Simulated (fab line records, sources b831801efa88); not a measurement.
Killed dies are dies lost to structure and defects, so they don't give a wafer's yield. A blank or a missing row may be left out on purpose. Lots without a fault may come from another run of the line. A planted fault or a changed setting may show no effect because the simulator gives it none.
fab line records | flow sfq_line
record lots=13 wafers=38 last_day=94
route steps=325 shown M6@255
lots that met no fault: from a run of the same line without faults
start_h: hours from the record's first day to the start of the lot's first wafer shown | wait_h: hours since the lot's step before | " the same as in the row above | L1.1+2: a row that stands for several wafers | - no value, or no start given | * or withheld: withheld | < > ~ a bound
route shown NAME@n: a module of which the file shows steps, and the number in the route of the first | usual: mean/standard deviation of fault-free wafers | same: alike in all rows | chamber/n: place in a boat | sites: the reading at each site | _std_site: their standard deviation | _edge_site: outer sites' mean less inner sites' | radius_mm: how far each site lies from the wafer's centre | mask NAME#n: copy n | behind: the tool/chamber that last shaped the wafer | hold: why the lot was held/for how many hours/how that ended | device: the transistor (n, p or np) that didn't switch | end of line: the same wafers' tests at the end of the route | a step without rows: its recipe alone | killed: dies lost to structure and defects at the first sort, not the wafer's yield | map: a wafer's dies, x killed, . not, _ none there
set.NAME: the setting as run; set.NAME@STEP: as run at that earlier step | model.NAME: the simulator's own value behind a step, which no gauge read
steps of the route over a sample of lots; a table a step, a row a wafer
services: from which hour (start_h, from the record's first day; less than 0 if before it) a tool's chamber was out of use, for how many hours, and why
## steps
# step SFQ_TRILAYER_M6_LITHO_COAT_164
# recipe resist=BARC spin_rpm=3000 resist_thk_nm=62
# columns lot.wafer tool chamber start_h wait_h
L697.1+2+6 litho_track-01 0 1660.07 0.1
L698.3+4+6 litho_track-04 0 1662.57 0.1
L699.1+3+4 litho_track-01 0 1669.67 0.1
L700.2+4+5 litho_track-03 0 1671.04 0.1
L701.1+2+3 litho_track-04 0 1672.19 0.1
L702.2+3+4 litho_track-04 0 1673.44 0.1
L703.2+3+5 litho_track-01 0 1675.64 0.1
L713.5+6 litho_track-04 0 1775.89 0.2
L714.1+2+6 litho_track-01 0 1808.39 0.1
L715.2+3+4 litho_track-01 0 1836.50 0.1
L716.2+3+5 litho_track-03 0 1863.70 0.1
L717.2+4+6 litho_track-01 0 1866.10 0.1
L719.1+2+4 litho_track-03 0 1870.11 0.1
# step SFQ_TRILAYER_M6_BARC_OPEN_METAL_ETCH_206
# recipe mask_material=PR chemistry=O2 target_depth_nm=125 target=BARC icp_w=600 bias_w=80 pressure_mtorr=10 time_s=41.7
# usual drypump_motor_current_A=5.9/0.52 oes_product_au=0.685/0.0042
# columns lot.wafer tool chamber start_h wait_h drypump_motor_current_A oes_product_au rf_hours_counter_h
L697.1 rie_metal-03 1 1769.60 0.0 6.5 0.683 121
L697.2 " 0 " " 5.1 0.684 101
L697.6 " 1 " " 6.5 0.679 -
L698.3 rie_metal-04 1 1772.02 0.0 5.7 0.681 -
L698.4 " 0 " " 6.2 0.690 -
L698.6 " 0 " " 6.2 0.681 -
L699.1 rie_metal-02 1 1779.33 0.0 5.9 0.684 110
L699.3 " 1 " " 5.9 0.692 -
L699.4 " 0 " " 6.3 0.679 -
L700.2 rie_metal-03 0 1780.53 0.0 5.0 0.692 102
L700.4 " 0 " " 5.1 0.686 -
L700.5 " 0 " " 5.1 0.686 -
L701.1 rie_metal-04 0 1781.73 0.0 6.2 0.679 58
L701.2 " 0 " " 6.2 0.680 -
L701.3 " 0 " " 6.2 0.685 -
L702.2 rie_metal-02 1 1784.13 0.0 5.8 0.679 110
L702.3 " 1 " " 5.9 0.681 -
L702.4 " 0 " " 6.3 0.684 -
L703.2 rie_metal-03 0 1785.33 0.0 5.0 0.688 103
L703.3 " 1 " " 6.5 0.678 -
L703.5 " 1 " " 6.5 0.679 -
L713.5 rie_metal-04 0 1860.25 0.0 6.1 0.681 -
L713.6 " 1 " " 5.7 0.670 -
L714.1 rie_metal-02 1 1861.41 0.0 5.8 0.689 121
L714.2 " 0 " " 6.3 0.684 105
L714.6 " 1 " " 5.8 0.688 -
L715.2 rie_metal-03 0 1862.63 0.0 5.0 0.681 -
L715.3 " 0 " " 5.0 0.685 -
L715.4 " 0 " " 5.0 0.682 -
L716.2 rie_metal-03 1 1964.03 0.0 6.5 0.682 10
L716.3 " 1 " " 6.5 0.690 -
L716.5 " 1 " " 6.5 0.684 -
L717.2 rie_metal-02 0 1966.45 0.0 6.3 0.692 -
L717.4 " 0 " " 6.3 0.684 -
L717.6 " 0 " " 6.3 0.681 -
L719.1 rie_metal-02 0 1973.63 0.0 6.3 0.689 119
L719.2 " 0 " " 6.3 0.680 -
L719.4 " 0 " " 6.3 0.684 -
## services
# columns tool chamber start_h hours kind
rie_metal-03 1 1647.80 22.7 repair
rie_metal-03 - 1757.88 2.8 pm
rie_metal-04 1 1777.67 - clean
rie_metal-04 1 1777.67 - consumable_replace:focus_ring
rie_metal-04 1 1777.67 19.2 scheduled_down
rie_metal-04 1 1777.67 19.2 vent_cycle
rie_metal-03 0 1795.70 9.9 repair
rie_metal-04 0 1818.42 28.3 repair
rie_metal-02 1 1824.40 6.9 repair
rie_metal-03 1 1830.26 2.0 repair
rie_metal-03 1 1860.94 - clean
rie_metal-03 1 1860.94 - consumable_replace:focus_ring
rie_metal-03 1 1860.94 23.7 scheduled_down
rie_metal-03 1 1860.94 23.7 vent_cycle
rie_metal-02 1 1961.17 - clean
rie_metal-02 1 1961.17 - consumable_replace:focus_ring
rie_metal-02 1 1961.17 21.2 scheduled_down
rie_metal-02 1 1961.17 21.2 vent_cycle
## key
first_sign step=SFQ_TRILAYER_M6_BARC_OPEN_METAL_ETCH_206 reading=oes_product_au direction=down sigmas=3.6 usual=0.685 struck=0.670
effect none on later readings
met_at SFQ_TRILAYER_M6_LITHO_COAT_164
struck_lots L713
struck_wafers L713.6
onset_between 1673.44 1775.89
fault kind=process_parameter_drift tool=litho_track-04 chamber=- onset_h=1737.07 steps=SFQ_TRILAYER_M6_LITHO_COAT_164 channel=resist_thk_nm offset=-2.663 shape=step end_h=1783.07 scope=struck_wafers_only acts_in=these_recipes_only stated=62
